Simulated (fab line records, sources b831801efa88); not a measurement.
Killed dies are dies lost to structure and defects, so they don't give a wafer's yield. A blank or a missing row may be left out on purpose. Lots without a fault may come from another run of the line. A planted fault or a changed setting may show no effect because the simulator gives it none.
A struck lot beside a sound one | flow sky130 | 14 steps out of a route of 708
Sound: wafers L600.2, L600.3, L600.5. Struck: wafers L602.1, L602.3, L602.4. The cause comes at the end.
At each step with rows: each side's tool, then ch and its chambers, then its first start. Under that, the readings that differ: sound wafers | struck wafers | difference of the means | sigmas: that difference in standard deviations of wafers without a fault.
alike: readings whose means differ by less than 2 such deviations, and words and numbers that are the same on both sides. not compared: withheld readings, readings that some wafer has no value for, bounds like >300 that may hide the same value, and numbers for which the record gives no deviation and whose values overlap.
The two part at a step that has a row with sigmas, a row that says differs or no value, or rows on one side only. Numbers that don't overlap but have no deviation are shown without sigmas and don't part them. A reading that every wafer of one side lacks parts them only if that side has two wafers or more.

SKY_METAL2_SPUTTER_01: material TiN, target thk 20 nm, time 16.7 s.
  sound on pvd_sputter-01, day 36 04:34; struck on pvd_sputter-02, day 36 16:32
  alike: throttle_valve_pct
SKY_METAL2_SPUTTER_02: material AlCu, target thk 250 nm, time 13.3 s.
  sound on pvd_sputter-01, day 36 04:35; struck on pvd_sputter-02, day 36 16:33
  alike: throttle_valve_pct
SKY_METAL2_SPUTTER_03: material Ti, target thk 5 nm, time 3.3 s.
  sound on pvd_sputter-01, day 36 04:37; struck on pvd_sputter-02, day 36 16:35
  alike: throttle_valve_pct
SKY_METAL2_SPUTTER_04: material TiN, target thk 70 nm, time 58.3 s.
  sound on pvd_sputter-01, day 36 04:38; struck on pvd_sputter-02, day 36 16:36
  alike: throttle_valve_pct
SKY_METAL2_RS_MEAS_05: measures by four-point-probe.
  sound on film_metro-03, day 36 04:43; struck on film_metro-01, day 36 16:39
  alike: METAL2_ALCU_RS
SKY_METAL2_THK_MEAS_06: measures by xrf.
  sound on film_metro-03, day 36 04:49; struck on film_metro-01, day 36 16:46
  alike: METAL2_ALCU_THK
then, 6 steps without rows for these wafers: SKY_METAL2_DEHYDRATE_07 (time 60 s); SKY_METAL2_HMDS_08 (prime time 60 s); SKY_METAL2_COAT_09 (resist thk 60 nm); SKY_METAL2_COAT_10 (resist thk 450 nm); SKY_METAL2_SOFTBAKE_11 (time 90 s); SKY_METAL2_EXPOSE_12 (exposes mask MM2, target cd 140 nm).
SKY_METAL2_PEB_13:
  sound on litho_track-01 ch 0, day 37 06:00; struck on litho_track-03, day 37 17:00
  reading         | sound          | struck | difference                    | sigmas
  exhaust_pa (Pa) | 47.5 46.6 45.3 | - - -  | no value on the struck wafers |
  not compared: chill_plate_temp_C
then, 1 step without rows for these wafers: SKY_METAL2_DEVELOP_14 (develop time 60 s).

WHERE THEY PART
Only at SKY_METAL2_PEB_13, within this record.

WHY: what the simulator had put in
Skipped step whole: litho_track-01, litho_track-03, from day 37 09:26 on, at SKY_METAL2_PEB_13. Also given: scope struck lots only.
